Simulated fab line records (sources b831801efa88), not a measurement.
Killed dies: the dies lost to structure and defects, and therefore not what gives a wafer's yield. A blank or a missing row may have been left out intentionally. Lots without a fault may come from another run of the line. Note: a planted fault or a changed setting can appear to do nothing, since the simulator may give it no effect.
The same fault as seen by 2 desks	flow sky130	numbers are kept per desk, each desk with only its own; the story behind them comes last

FROM THE METROLOGY DESK
What the gauges read, lot by lot, whatever tool the lot ran on: means of the sampled wafers that have a number. A lot is out of limits, marked OUT, if its mean lies more than 4 standard deviations from the usual mean; the brackets give that distance.
Columns: A = VIA1_W_RS at SKY_VIA1_RS_MEAS_22, usual 0.422 ohm/sq; B = METAL2_OVL at SKY_METAL2_OVL_MEAS_16, usual 2 nm; C = VIA2_HDPCVD_THK at SKY_VIA2_THK_MEAS_01, usual 1152 nm
lot	first seen here	A	B	C
L742	day 34 07:26	0.417	-7	1153
L746	day 35 04:07	0.427	1	1155
L748	day 35 15:28	0.421	0	1160
L753	day 37 08:28	0.421	4	1340 (+20) OUT
L754	day 37 13:12	0.415	8	1353 (+22) OUT
L758	day 39 08:07	0.430	-2	1149
L761	day 39 19:38	0.423	-2	1137
L762	day 39 22:43	0.425	7	1154
L763	day 41 01:43	0.416	3	1155
L765	day 41 02:16	0.422	-2	1146
L764	day 41 09:13	0.423	1	1149
This desk's finding: out of limits on L753, L754; first on L753, day 38 10:59 (VIA2_HDPCVD_THK at SKY_VIA2_THK_MEAS_01). L742, L746, L748, L758, L761, L762, L763, L765, L764: within limits.

DESK OF THE TOOL OWNER: hdpcvd-01
The tool's own readings at SKY_VIA2_HDPCVD_00 (deposits SiO2, target thk 1180 nm, time 192.2 s): means of the sampled wafers that have a number, for each lot that ran on this tool. A lot is out of limits, marked OUT, if its mean lies more than 4 standard deviations from the usual mean; the brackets give that distance.
Columns: A = pressure-mtorr at SKY_VIA2_HDPCVD_00, usual 6.000 mTorr; B = sih4-flow-sccm at SKY_VIA2_HDPCVD_00, usual 59.98 sccm
lot	first seen here	A	B
L746	day 36 07:17	6.003	59.94
L748	day 36 19:03	5.996	59.84
L753	day 38 10:52	5.996	70.07 (+53) OUT
L754	day 38 16:04	5.987	70.13 (+53) OUT
L763	day 42 03:04	5.998	59.87
L765	day 42 03:34	6.005	59.95
L764	day 42 10:32	5.985	60.18
Finding of this desk: L753, L754 out of limits; the first was L753 at day 38 10:52, on sih4-flow-sccm at SKY_VIA2_HDPCVD_00. L746, L748, L763, L765, L764: within limits.

ALL TOGETHER
The tool owner's desk had the chance to raise an alarm at day 38 10:52 on L753, L754.
At day 38 10:59 the metrology desk could have sounded an alarm, on L753, L754.
Of the lots named, all ran SKY_VIA2_HDPCVD_00 on hdpcvd-01.

WHAT HAD BEEN PUT IN BY THE SIMULATOR
hdpcvd-01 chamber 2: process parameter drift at SKY_VIA2_HDPCVD_00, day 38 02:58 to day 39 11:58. From 60, the setting sih4-flow-sccm moved by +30. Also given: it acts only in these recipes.
Struck lots among those shown: L753, L754.
Fault start to first reading out of limits, in hours, per desk: tool owner, 8; metrology, 8.
